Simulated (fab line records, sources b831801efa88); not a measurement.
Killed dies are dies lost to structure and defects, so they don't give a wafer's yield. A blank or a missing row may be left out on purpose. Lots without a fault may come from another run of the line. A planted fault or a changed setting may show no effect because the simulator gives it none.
A struck lot beside a sound one | flow sky130 | 28 steps out of a route of 708
Sound: wafers L725.3, L725.4, L725.6. Struck: wafers L720.1, L720.5, L720.6. The cause comes at the end.
At each step with rows: each side's tool, then ch and its chambers, then its first start. Under that, the readings that differ: sound wafers | struck wafers | difference of the means | sigmas: that difference in standard deviations of wafers without a fault.
alike: readings whose means differ by less than 2 such deviations, and words and numbers that are the same on both sides. not compared: withheld readings, readings that some wafer has no value for, bounds like >300 that may hide the same value, and numbers for which the record gives no deviation and whose values overlap.
The two part at a step that has a row with sigmas, a row that says differs or no value, or rows on one side only. Numbers that don't overlap but have no deviation are shown without sigmas and don't part them. A reading that every wafer of one side lacks parts them only if that side has two wafers or more.

SKY_VIA4_ETCH_12: etches SiO2 in C4F8/O2/Ar, stops on TiN, target depth 580 nm.
  sound on rie_diel-04 ch 0,1,3, day 47 18:56; struck on rie_diel-01 ch 1,2,3, day 46 13:14
  alike: oes_product_au
then, 4 steps without rows for these wafers: SKY_VIA4_STRIP_13 (strips in O2/N2); SKY_VIA4_STRIP_14 (strips in post etch residue remover, time 1200 s); SKY_VIA4_CLEAN_15 (cleans in IPA, time 180 s); SKY_VIA4_CLEAN_16 (cleans in O3/DIW).
SKY_VIA4_SPUTTER_17: material TiN, target thk 20 nm, time 80 s.
  sound on pvd_sputter-04, day 47 19:43; struck on pvd_sputter-04, day 46 13:54
  alike: cathode_dc_power_W, throttle_valve_pct
then, 1 step without rows for these wafers: SKY_VIA4_CVD_18 (deposits W, target thk 505 nm, time 152.14 s).
SKY_VIA4_RS_MEAS_19: measures by four-point-probe.
  sound on film_metro-04, day 47 19:58; struck on film_metro-02, day 46 14:07
  alike: VIA4_W_RS
SKY_VIA4_THK_MEAS_20: measures by xrf.
  sound on film_metro-04, day 47 20:04; struck on film_metro-02, day 46 14:14
  alike: VIA4_W_THK
then, 1 step without rows for these wafers: SKY_VIA4_CMP_21 (polishes, stops on SiO2, t overpolish 25 s, target thk 0 nm).
SKY_METAL5_SPUTTER_00: material Ti, target thk 15 nm, time 10 s.
  sound on pvd_sputter-03, day 47 20:24; struck on pvd_sputter-01, day 46 14:35
  alike: cathode_dc_power_W, throttle_valve_pct
then, 1 step without rows for these wafers: SKY_METAL5_SPUTTER_01 (material TiN, target thk 20 nm, time 16.7 s).
SKY_METAL5_SPUTTER_02: material AlCu, target thk 1150 nm, time 61.2 s.
  sound on pvd_sputter-03, day 47 20:27; struck on pvd_sputter-01, day 46 14:38
  reading                                     | sound             | struck            | difference | sigmas
  cathode_dc_power_W (W)                      | 10599 10601 10601 | 10914 10916 10914 | +314       | +99 or more
  model.AlCu_of_METAL5_SPUTTER_02.thk_nm (nm) | 1174 1156 1170    | 1189 1184 1185    | +19        |
  alike: throttle_valve_pct
SKY_METAL5_SPUTTER_03: material Ti, target thk 5 nm, time 3.3 s.
  sound on pvd_sputter-03, day 47 20:30; struck on pvd_sputter-01, day 46 14:41
  alike: cathode_dc_power_W, throttle_valve_pct
SKY_METAL5_SPUTTER_04: material TiN, target thk 70 nm, time 58.3 s.
  sound on pvd_sputter-03, day 47 20:31; struck on pvd_sputter-01, day 46 14:43
  alike: cathode_dc_power_W, throttle_valve_pct
SKY_METAL5_RS_MEAS_05: measures by four-point-probe.
  sound on film_metro-02, day 47 20:37; struck on film_metro-02, day 46 14:46
  alike: METAL5_ALCU_RS
SKY_METAL5_THK_MEAS_06: measures by xrf.
  sound on film_metro-02, day 47 20:43; struck on film_metro-02, day 46 14:53
  reading              | sound          | struck         | difference | sigmas
  METAL5_ALCU_THK (nm) | 1183 1161 1176 | 1201 1202 1206 | +30        | +2
then, 8 steps without rows for these wafers: SKY_METAL5_DEHYDRATE_07 (time 60 s); SKY_METAL5_HMDS_08 (prime time 60 s); SKY_METAL5_COAT_09 (resist thk 1800 nm); SKY_METAL5_SOFTBAKE_10 (time 60 s); SKY_METAL5_EXPOSE_11 (exposes mask MM5, target cd 1600 nm); SKY_METAL5_PEB_12; SKY_METAL5_DEVELOP_13 (develop time 60 s); SKY_METAL5_DESCUM_14 (chemistry O2, time 11 s).
SKY_METAL5_METAL_ETCH_15: etches the open film in Cl2/BCl3, stops on SiO2, target depth 1260 nm, time 252 s.
  sound on rie_metal-04 ch 0,1, day 48 15:16; struck on rie_metal-01 ch 0,1, day 47 10:27
  reading                            | sound          | struck         | difference | sigmas
  model.METAL5.feature_depth_nm (nm) | 1269 1267 1267 | 1264 1259 1259 | -7         |
  model.etch.depth_nm (nm)           | 1269 1267 1267 | 1264 1259 1259 | -7         |
  alike: drypump_motor_current_A, oes_product_au, throttle_valve_pct
  not compared: rf_hours_counter_h
then, 1 step without rows for these wafers: SKY_METAL5_STRIP_16 (strips in O2/N2).
SKY_PAD_OPEN_PROBE_99:
  sound on prober-02, day 50 05:16; struck on prober-02, day 49 05:07
  reading                      | sound                   | struck                  | difference | sigmas
  sort_bin_5_function (%)      | 11.4 11.4 12.0          | 10.0 7.9 7.7            | -3.1       | -2
  model.etest.met5.line_ohm_um | 0.01661 0.01687 0.01658 | 0.01653 0.01646 0.01655 | -0.00017   |
  alike: defect_limited_yield, killed_at_M0_to_M3, killed_at_M4_up, killed_at_contacts, killed_at_front_end, killed_at_other, killed_dies, killed_open, killed_short, sort_bin_3_pad_short, sort_bin_6_memory, sort_n_pass, sort_yield_pct
  not compared: model.etest.met5.rs_ohm_sq

WHERE THEY PART
First at SKY_METAL5_SPUTTER_02; last, within this record, at SKY_PAD_OPEN_PROBE_99.

WHY: what the simulator had put in
Process parameter drift: pvd_sputter-01, from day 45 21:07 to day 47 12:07, at SKY_METAL5_SPUTTER_02. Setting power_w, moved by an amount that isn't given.
